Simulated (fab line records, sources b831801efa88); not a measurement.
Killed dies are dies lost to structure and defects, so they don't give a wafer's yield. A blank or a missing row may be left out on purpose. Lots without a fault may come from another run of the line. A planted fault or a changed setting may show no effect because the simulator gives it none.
Split-lot experiment | flow gf180mcu | 5 lots, 23 wafers read, on a route of 602 steps

THE SPLIT
At GF_M3_SPUTTER_04 (material TiN, target thk 50 nm, time 41.7 s), the setting chamber_pressure_pa was moved away from the recipe's 0.4 Pa on 10 of the 23 wafers read, by +5.5% to +14.5%. The other wafers ran this setting at the recipe's value.

The reading is taken at the split's own step.

THE READING
TiN_of_M3_SPUTTER_04.thk_nm (the simulator's own value, which no gauge read), in nm, at GF_M3_SPUTTER_04 (material TiN, target thk 50 nm, time 41.7 s). The file gives no usual value for it. The 13 wafers here that ran the recipe average 50.33 nm, standard deviation 0.46 nm.

wafer  | tool, chamber at the split | chamber_pressure_pa as run, Pa | against the recipe | TiN_of_M3_SPUTTER_04.thk_nm, nm | against lot-mates on the recipe
L074.2 | pvd_sputter-02, -          | 0.4                            | recipe             | 50.22                           | -
L074.3 | pvd_sputter-02, -          | 0.4                            | recipe             | 50.99                           | -
L074.4 | pvd_sputter-02, -          | 0.4                            | recipe             | 51.05                           | -
L074.5 | pvd_sputter-02, -          | 0.4                            | recipe             | 50.52                           | -
L074.6 | pvd_sputter-02, -          | 0.4                            | recipe             | 50.94                           | -
L075.1 | pvd_sputter-03, -          | 0.4221                         | +5.5%              | 50.51                           | no lot-mate on the recipe
L075.2 | pvd_sputter-03, -          | 0.4221                         | +5.5%              | 50.14                           | no lot-mate on the recipe
L075.3 | pvd_sputter-03, -          | 0.4221                         | +5.5%              | 49.56                           | no lot-mate on the recipe
L075.4 | pvd_sputter-03, -          | 0.4221                         | +5.5%              | 50.03                           | no lot-mate on the recipe
L075.5 | pvd_sputter-03, -          | 0.4221                         | +5.5%              | 49.89                           | no lot-mate on the recipe
L076.2 | pvd_sputter-01, -          | 0.4                            | recipe             | 49.81                           | -
L076.5 | pvd_sputter-01, -          | 0.4                            | recipe             | 49.35                           | -
L076.6 | pvd_sputter-01, -          | 0.4                            | recipe             | 50.22                           | -
L080.1 | pvd_sputter-03, -          | 0.4579                         | +14.5%             | 48.75                           | no lot-mate on the recipe
L080.2 | pvd_sputter-03, -          | 0.4579                         | +14.5%             | 48.84                           | no lot-mate on the recipe
L080.3 | pvd_sputter-03, -          | 0.4579                         | +14.5%             | 48.11                           | no lot-mate on the recipe
L080.4 | pvd_sputter-03, -          | 0.4579                         | +14.5%             | 48.54                           | no lot-mate on the recipe
L080.5 | pvd_sputter-03, -          | 0.4579                         | +14.5%             | 48.48                           | no lot-mate on the recipe
L085.1 | pvd_sputter-02, -          | 0.4                            | recipe             | 50.32                           | -
L085.2 | pvd_sputter-02, -          | 0.4                            | recipe             | 50.46                           | -
L085.4 | pvd_sputter-02, -          | 0.4                            | recipe             | 50.25                           | -
L085.5 | pvd_sputter-02, -          | 0.4                            | recipe             | 50.11                           | -
L085.6 | pvd_sputter-02, -          | 0.4                            | recipe             | 50.02                           | -

THE FIT
A straight line over all 23 wafers: TiN_of_M3_SPUTTER_04.thk_nm changes by -0.12 nm for each +1% of chamber_pressure_pa; r = -0.85; the points scatter about the line by 0.44 nm.
Too few moved wafers have a lot-mate on the recipe to fit a line with each lot's own level taken away.

THE FILE'S OWN FIT
TiN_of_M3_SPUTTER_04.thk_nm changes by -0.12 nm for each +1% of chamber_pressure_pa, r = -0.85.
